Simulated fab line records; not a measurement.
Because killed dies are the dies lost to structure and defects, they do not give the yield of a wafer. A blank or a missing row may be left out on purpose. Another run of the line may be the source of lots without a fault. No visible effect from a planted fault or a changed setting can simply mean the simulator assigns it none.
Chamber matching || flow gf180mcu || GF_V1_ETCH_16 on rie_diel-03 has 4 sister chambers
The step etches BARC in N2/H2. 7 wafers are shown with their chamber, then 7 later ones without.

== WAFERS PAIRED WITH THEIR CHAMBERS ==
{"wafer": "L868.5", "chamber": 2, "drypump_motor_current_A (A)": 5.5, "throttle_valve_pct (%)": 13.211}
{"wafer": "L869.6", "chamber": 0, "drypump_motor_current_A (A)": 5.6, "throttle_valve_pct (%)": 13.220}
{"wafer": "L870.3", "chamber": 2, "drypump_motor_current_A (A)": 5.6, "throttle_valve_pct (%)": 13.225}
{"wafer": "L870.4", "chamber": 0, "drypump_motor_current_A (A)": 5.6, "throttle_valve_pct (%)": 13.222}
{"wafer": "L870.6", "chamber": 3, "drypump_motor_current_A (A)": 6.0, "throttle_valve_pct (%)": 13.220}
{"wafer": "L885.2", "chamber": 1, "drypump_motor_current_A (A)": 5.4, "throttle_valve_pct (%)": 13.219}
{"wafer": "L885.3", "chamber": 3, "drypump_motor_current_A (A)": 5.9, "throttle_valve_pct (%)": 13.230}

== WAFERS WHOSE CHAMBER IS MISSING ==
{"wafer": "L885.5", "drypump_motor_current_A (A)": 5.4, "throttle_valve_pct (%)": 13.219}
{"wafer": "L887.4", "drypump_motor_current_A (A)": 5.6, "throttle_valve_pct (%)": 13.232}
{"wafer": "L887.5", "drypump_motor_current_A (A)": 5.4, "throttle_valve_pct (%)": 13.215}
{"wafer": "L887.6", "drypump_motor_current_A (A)": 5.6, "throttle_valve_pct (%)": 13.221}
{"wafer": "L889.1", "drypump_motor_current_A (A)": 5.9, "throttle_valve_pct (%)": 13.224}
{"wafer": "L889.2", "drypump_motor_current_A (A)": 5.6, "throttle_valve_pct (%)": 13.221}
{"wafer": "L889.3", "drypump_motor_current_A (A)": 5.5, "throttle_valve_pct (%)": 13.210}

== EACH ONE'S CHAMBER ==
{"wafer": "L885.5", "from the rows above": 1, "in truth": 1}
{"wafer": "L887.4", "from the rows above": "can't be placed: 0 or 2", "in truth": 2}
{"wafer": "L887.5", "from the rows above": 1, "in truth": 1}
{"wafer": "L887.6", "from the rows above": "can't be placed: 0 or 2", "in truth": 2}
{"wafer": "L889.1", "from the rows above": 3, "in truth": 3}
{"wafer": "L889.2", "from the rows above": "can't be placed: 0 or 2", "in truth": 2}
{"wafer": "L889.3", "from the rows above": "can't be placed: 2 or 1 or 0", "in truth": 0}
Correct placement for 3 of the 7. From these rows, 4 cannot be placed; in 4 the true chamber is one of the candidates. Placed wrongly: 0.
How it was worked out, from the rows above alone: a wafer's distance from a chamber is the root of the sum, over the readings, of the square of ((its reading less the chamber's mean) divided by the reading's scatter). The wafer belongs to the nearest chamber; if the next one is less than 2 further off, it can't be placed. For every chamber, the mean is computed from those of its wafers that are shown. How the scatter is found: for the shown wafers, subtract from each reading the mean of its chamber, square and add these, divide the total by (wafers less chambers), then take the root.
